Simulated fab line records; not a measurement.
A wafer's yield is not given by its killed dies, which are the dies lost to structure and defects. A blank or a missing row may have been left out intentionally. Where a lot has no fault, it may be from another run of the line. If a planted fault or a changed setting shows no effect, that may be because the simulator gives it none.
8D (eight disciplines) problem report, filled in by code | flow sky130 | the parts of the form that need people (team, actions taken, sign-off) are left out

1. THE ISSUE
CAP2M_TIN_RS at SKY_CAP2M_RS_MEAS_03 reads a mean of 3.48 ohm/sq on 1 wafer of 1 lot; wafers without a fault read 6.88 ohm/sq with a standard deviation of 0.077. Relative to the usual mean, that is a shift of -44 standard deviations.
The step: measures by four-point-probe.
The first sign was on wafer L406.1 at day 44 19:08, on film-metro-04. At this step, 30 wafers from 10 lots have a number in the record. The rule behind "out" and "out of limits": a value lying over 4 standard deviations away from the usual mean. The other wafers with a number count as sound.

2. WHAT IT IS, WHAT IT ISN'T
question                    | is                | is not
which readings at this step | CAP2M_TIN_RS      | -
which lots                  | L406              | L392, L393, L395, L398, L403, L404, L410, L412, L415
which wafers of those lots  | L406.1            | L406.2, L406.6
read on which gauges        | film-metro-04     | film-metro-02, film-metro-03
when                        | from day 44 19:08 | up to then (20 sound wafers); but 9 sound wafers of L410, L412, L415 came after

3. THE SUSPECTS, EACH WITH WHAT RULES IT OUT
Counting: if a tool at a process step up to the reading ran every lot that is out, it stays a suspect. Sound lots after the first of them don't rule it out here, since some wafers of a struck lot are sound.
- the gauge at SKY_CAP2M_RS_MEAS_03 has been ruled out. All the wafers that are out were read on film-metro-04, but those of them that SKY_CAP2M_METAL_ETCH_13 has rows for are out there too, on other tools.
- plasma-asher-03 at SKY_VIA3_STRIP_16 (strips in O2/N2): kept. The lot that is out, L406, ran on it at day 44 17:31; the last sound lot it ran before that was L403, at day 44 10:09.
- pvd-sputter-03 at SKY_CAP2M_SPUTTER_02 (material TiN, target thk 200 nm, time 166.7 s): kept. The lot that is out, L406, ran on it at day 44 19:01; the last sound lot it ran before that was L403, at day 44 11:37.
- Within plasma-asher-03 at SKY_VIA3_STRIP_16: the wafers that are out ran in chamber 1; their sound lot-mates ran in chamber 0.
The count leaves pvd-sputter-03 at SKY_CAP2M_SPUTTER_02 and plasma-asher-03 at SKY_VIA3_STRIP_16.

4. THE CAUSE (what the simulator had put in)
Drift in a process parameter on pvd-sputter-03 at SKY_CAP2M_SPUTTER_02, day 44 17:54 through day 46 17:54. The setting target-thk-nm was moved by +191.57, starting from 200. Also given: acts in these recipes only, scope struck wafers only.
This tool is one of the 2 suspects left after counting.

5. SEQUENCE OF EFFECTS, ordered by route
Each row: a reading where the mean over the struck wafers with a number is more than 3 standard deviations away from the usual. Scope: only readings with a usual standard deviation given in the record; hours: median across lots of the time from each lot's start at the first step in this table that gives one to its start at this step; sigmas: change in usual standard deviations.
hours | step                    | reading            | usual       | on struck wafers | change | sigmas
0     | SKY_CAP2M_RS_MEAS_03    | CAP2M_TIN_RS       | 6.88 ohm/sq | 3.48             | -3.40  | -44
0     | SKY_CAP2M_THK_MEAS_04   | CAP2M_TIN_THK      | 200.0 nm    | 389.4            | +189.4 | +76
21    | SKY_CAP2M_METAL_ETCH_13 | oes-product-au     | 0.944 a.u.  | 1.007            | +0.063 | +7.9
21    | SKY_CAP2M_METAL_ETCH_13 | throttle-valve-pct | 21.900 %    | 21.860           | -0.040 | -4.5
Here are the process steps it includes:
- SKY_CAP2M_METAL_ETCH_13: etches TiN in Cl2/BCl3, stops on SiO2, target depth 220 nm, time 62.9 s.

6. WHAT WOULD HAVE CAUGHT IT SOONER
In this record the first reading out of limits at a measuring or inspecting step was taken at day 44 19:08, 1 hour after the fault began at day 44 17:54.
An alarm limit of 4 standard deviations would not have fired on the tool readings at SKY_CAP2M_SPUTTER_02 for which the record gives a usual standard deviation, since none of them was out on any struck wafer.
All the lots that are out (1) had begun SKY_CAP2M_SPUTTER_02 on pvd-sputter-03 by day 44 19:08. A hold on the tool at that time would have spared none of them.
